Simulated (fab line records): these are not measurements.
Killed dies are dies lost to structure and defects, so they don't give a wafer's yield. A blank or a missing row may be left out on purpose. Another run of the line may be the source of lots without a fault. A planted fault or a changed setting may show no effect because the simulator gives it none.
Comparing a struck lot with a sound one :: flow sky130 :: 15 steps out of a route of 708
Sound: wafers L146.1, L146.5, L146.6. Wafers L141.1, L141.2, L141.5 were the ones struck. The cause is named last.
Each step with rows lists, per side, the tool, then ch with its chambers, then its first start. Under that, the readings that differ: sound wafers :: struck wafers :: difference of the means :: sigmas: that difference in standard deviations of wafers without a fault.
alike: same words and numbers on both sides, and readings whose means sit less than 2 such deviations apart. not compared: any withheld reading, any reading some wafer has no value for, any bound like >300 that may hide the same value, and any number with overlapping values for which the record gives no deviation.
A row with sigmas, a row that says differs or no value, or rows on one side alone: a step with any of these is where the two part. Numbers that don't overlap but have no deviation are shown without sigmas and don't part them. A reading missing from all wafers of one side parts the sides only when that side holds two or more wafers.

SKY_PWDE_OVL_MEAS_07:
  struck on overlay-01, day 5 12:37; sound on overlay-02, day 6 13:46
  alike: PWDE_OVL
after that, 1 step had no rows for these wafers: SKY_PWDE_IMPLANT_08.
SKY_PWDE_STRIP_09: strips in O2/N2.
  sound on plasma-asher-03 ch 0,1, day 6 13:57; struck on plasma-asher-04 ch 0,1, day 5 12:52
  alike: chamber-pressure-mTorr, drypump-motor-current-A, oes-product-au, strip-time-to-endpoint-s
  not compared: rf-hours-counter-h
SKY_PWDE_TW_MEAS_10:
  struck on film-metro-03, day 5 12:58; sound on film-metro-04, day 6 14:03
  alike: PWDE_TW
then, 7 steps without rows for these wafers: SKY_NWELL_DEHYDRATE_03 (time 60 s); SKY_NWELL_HMDS_04 (prime time 60 s); SKY_NWELL_COAT_05 (resist thk 3000 nm); SKY_NWELL_SOFTBAKE_06; SKY_NWELL_EXPOSE_07 (exposes mask NWM, target cd 840 nm); SKY_NWELL_PEB_08; SKY_NWELL_DEVELOP_09 (develop time 60 s).
SKY_NWELL_OVL_MEAS_10:
  struck on overlay-02, day 6 06:13; sound on overlay-02, day 7 08:49
  alike: NWELL_00_OVL
SKY_NWELL_IMPLANT_11:
  sound on implanter-04 ch 0, day 7 08:51; struck on implanter-03 ch 0, day 6 06:16
reading: dose-ions-cm2
sound: 1.9015e+13 1.9018e+13 1.8975e+13
struck: 1.8795e+13 1.8783e+13 1.8773e+13
difference: -2.1900e+11
sigmas: -10
after that, 1 step had no rows for these wafers: SKY_NWELL_IMPLANT_12.
-- the record jumps here: 41 days lie between the struck wafers' starts before and after (it left off in module NWELL and takes up again in module PAD_OPEN, whose first step shown is number 708 of the route) --
SKY_PAD_OPEN_PROBE_99:
  struck on prober-02, day 47 06:23; sound on prober-01, day 50 04:53
  alike: killed_at_M0_to_M3, killed_at_M4_up, killed-at-contacts, killed-at-front-end, killed-at-other, killed-dies, killed-open, killed-short

## WHERE THEY PART
Within this record, at SKY_NWELL_IMPLANT_11 only. Later steps at which nothing parts them and some readings are alike: SKY_PAD_OPEN_PROBE_99.

WHY: the cause the simulator had injected
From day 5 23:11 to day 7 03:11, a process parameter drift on implanter-03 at SKY_NWELL_IMPLANT_11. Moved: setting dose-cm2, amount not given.
